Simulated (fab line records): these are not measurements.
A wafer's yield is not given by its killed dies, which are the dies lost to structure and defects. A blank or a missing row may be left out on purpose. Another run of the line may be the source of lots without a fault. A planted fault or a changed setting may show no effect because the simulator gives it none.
Chamber matching	flow sky130	SKY_CONTACT_ETCH_16 on rie_diel-04 has 4 sister chambers
The step etches BARC in N2/H2, stops on SiO2, time 45.9 s, target depth 60 nm. 14 wafers are shown with their chamber, then 7 later ones without.

WAFERS PAIRED WITH THEIR CHAMBERS
wafer	chamber	drypump_motor_current_A (A)	throttle_valve_pct (%)	oes_product_au (a.u.)
L203.2	2	5.5	13.221	0.861
L203.5	0	5.3	13.221	0.858
L203.6	3	6.2	13.221	0.848
L204.2	2	5.5	13.209	0.853
L204.4	1	5.9	13.229	0.863
L204.5	1	5.9	13.227	0.848
L207.1	2	5.5	13.227	0.843
L207.5	2	5.5	13.240	0.859
L207.6	1	5.9	13.234	0.852
L209.1	1	5.9	13.221	0.849
L209.3	2	5.5	13.226	0.857
L209.4	3	6.2	13.240	0.852
L213.1	2	5.5	13.216	0.846
L213.2	0	5.4	13.219	0.853

SIGNATURES (means of the wafers above)
reading	chamber 0	chamber 1	chamber 2	chamber 3	scatter within a chamber
drypump_motor_current_A	5.350	5.900	5.500	6.200	0.0224
throttle_valve_pct	13.22000	13.22775	13.22317	13.23050	0.00912
oes_product_au	0.85550	0.85300	0.85317	0.85000	0.00654
Rule: a wafer lies at a distance from a chamber equal to the root of the sum of squares, over the readings, of (its reading less the chamber's mean, divided by the reading's scatter). If the next closest chamber is less than 2 further off than the closest, the wafer can't be placed; otherwise it belongs to the closest. The scatter is the square root of a quotient: the sum, over the shown wafers, of each reading's squared deviation from its chamber's mean, divided by wafers minus chambers.

WAFERS MISSING THEIR CHAMBER
wafer	drypump_motor_current_A (A)	throttle_valve_pct (%)	oes_product_au (a.u.)
L213.3	5.9	13.224	0.865
L214.4	5.5	13.220	0.855
L214.5	5.5	13.234	0.854
L214.6	6.2	13.220	0.854
L219.1	6.2	13.237	0.849
L219.4	5.9	13.242	0.855
L219.5	5.3	13.216	0.862

WHICH CHAMBER EACH ONE RAN IN
wafer	from the rows above	in truth
L213.3	1	1
L214.4	2	2
L214.5	2	2
L214.6	3	3
L219.1	3	3
L219.4	1	1
L219.5	0	0
Correctly placed: 7 of 7. Left unplaced by these rows: 0. Wrongly placed: 0.
